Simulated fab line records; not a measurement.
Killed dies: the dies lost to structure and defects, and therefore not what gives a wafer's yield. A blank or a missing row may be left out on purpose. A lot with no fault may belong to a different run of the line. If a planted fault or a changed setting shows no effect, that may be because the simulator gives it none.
A struck lot beside a sound one -- flow gf180mcu -- 15 out of 602 route steps
Sound: these wafers, L595.4, L595.5, L595.6. Struck: wafer L608.6 (L608.1, L608.3, from the same lot, were not struck and are left out); the cause is given at the end.
Order at every step that has rows: each side's tool, ch and its chambers, its first start. Under that, the readings that differ: sound wafers -- struck wafers -- difference of the means -- sigmas: that difference in standard deviations of wafers without a fault.
alike: words and numbers the same on both sides, and readings whose means are apart by under 2 such deviations; not compared: readings that were withheld, readings missing a value for some wafer, numbers with overlapping values and no deviation given by the record, and bounds like >300 which may hide the same value.
The two part at a step that has a row with sigmas, a row that says differs or no value, or rows on one side only. When numbers do not overlap yet have no deviation, they are printed without sigmas and do not part them. Lack of a reading on every wafer of one side parts them only where that side has two or more wafers.

first, 5 steps without rows for these wafers: GF_CONTACT_CLEAN_19 (cleans in SPM); GF_CONTACT_CLEAN_20 (cleans in DIW); GF_CONTACT_CLEAN_21 (cleans in dHF, time 20 s); GF_CONTACT_SPUTTER_22 (material Ti, target thk 15 nm, time 80.02 s); GF_CONTACT_SPUTTER_23 (material TiN, target thk 10 nm, time 40 s).
GF_CONTACT_CVD_24: deposits W, target thk 300 nm, time 90.339 s.
  sound on cvdW-01 ch 0,1, day 16 00:30; struck on cvdW-01 ch 0, day 20 15:00
  alike: heaterPowerW
GF_CONTACT_RS_MEAS_25: the measuring method here is four-point-probe.
  sound: filmMetro-02 at day 16 00:38; struck: filmMetro-03 at day 20 15:06
  alike: CONTACT_W_RS
GF_CONTACT_THK_MEAS_26: measures by xrf.
  sound: filmMetro-02 at day 16 00:43; struck: filmMetro-03 at day 20 15:13
  alike: CONTACT_W_THK
GF_CONTACT_CMP_27: polishes, stops on SiO2, t overpolish 15 s, target thk 0 nm.
  sound on cmp-02 ch 0,3, day 16 00:45; struck on cmp-01 ch 0, day 20 15:17
reading,sound,struck,difference,sigmas
headPressurePsi (psi),3.487 3.495 3.484,3.509,+0.020,+3
  alike: edgeZonePressureFrac, motorCurrentA, overpolishRunS, retainingRingPressureFrac, timeToEndpointS
GF_M1_SPUTTER_00: material Ti, target thk 37.5 nm, time 150 s.
  sound: pvdSputter-02 at day 16 01:03; struck: pvdSputter-03 at day 20 15:35
  alike: cathodeDcPowerW, throttleValvePct
then, 1 step without rows for these wafers: GF_M1_SPUTTER_01 (material TiN, target thk 30 nm, time 25 s).
GF_M1_SPUTTER_02: material AlCu, target thk 450 nm, time 23.9 s.
  sound: pvdSputter-02 at day 16 01:11; struck: pvdSputter-03 at day 20 15:43
  alike: cathodeDcPowerW, throttleValvePct
GF_M1_SPUTTER_03: material Ti, target thk 10 nm, time 6.7 s.
  sound: pvdSputter-02 at day 16 01:13; struck: pvdSputter-03 at day 20 15:44
reading,sound,struck,difference,sigmas
model.Ti_of_M1_SPUTTER_03.thkNm (nm),10.16 10.14 10.05,12.65,+2.53,
  alike: cathodeDcPowerW, throttleValvePct
GF_M1_SPUTTER_04: material TiN, target thk 50 nm, time 41.7 s.
  sound: pvdSputter-02 at day 16 01:14; struck: pvdSputter-03 at day 20 15:46
  alike: cathodeDcPowerW, throttleValvePct
GF_PASSIVATION_PROBE_99:
  the record has rows for the sound wafers here (prober-02, day 28 20:07) and none for the struck ones

== WHERE THEY PART ==
At GF_CONTACT_CMP_27 first; at GF_PASSIVATION_PROBE_99 last (within this record only).

WHY: what the simulator had put in
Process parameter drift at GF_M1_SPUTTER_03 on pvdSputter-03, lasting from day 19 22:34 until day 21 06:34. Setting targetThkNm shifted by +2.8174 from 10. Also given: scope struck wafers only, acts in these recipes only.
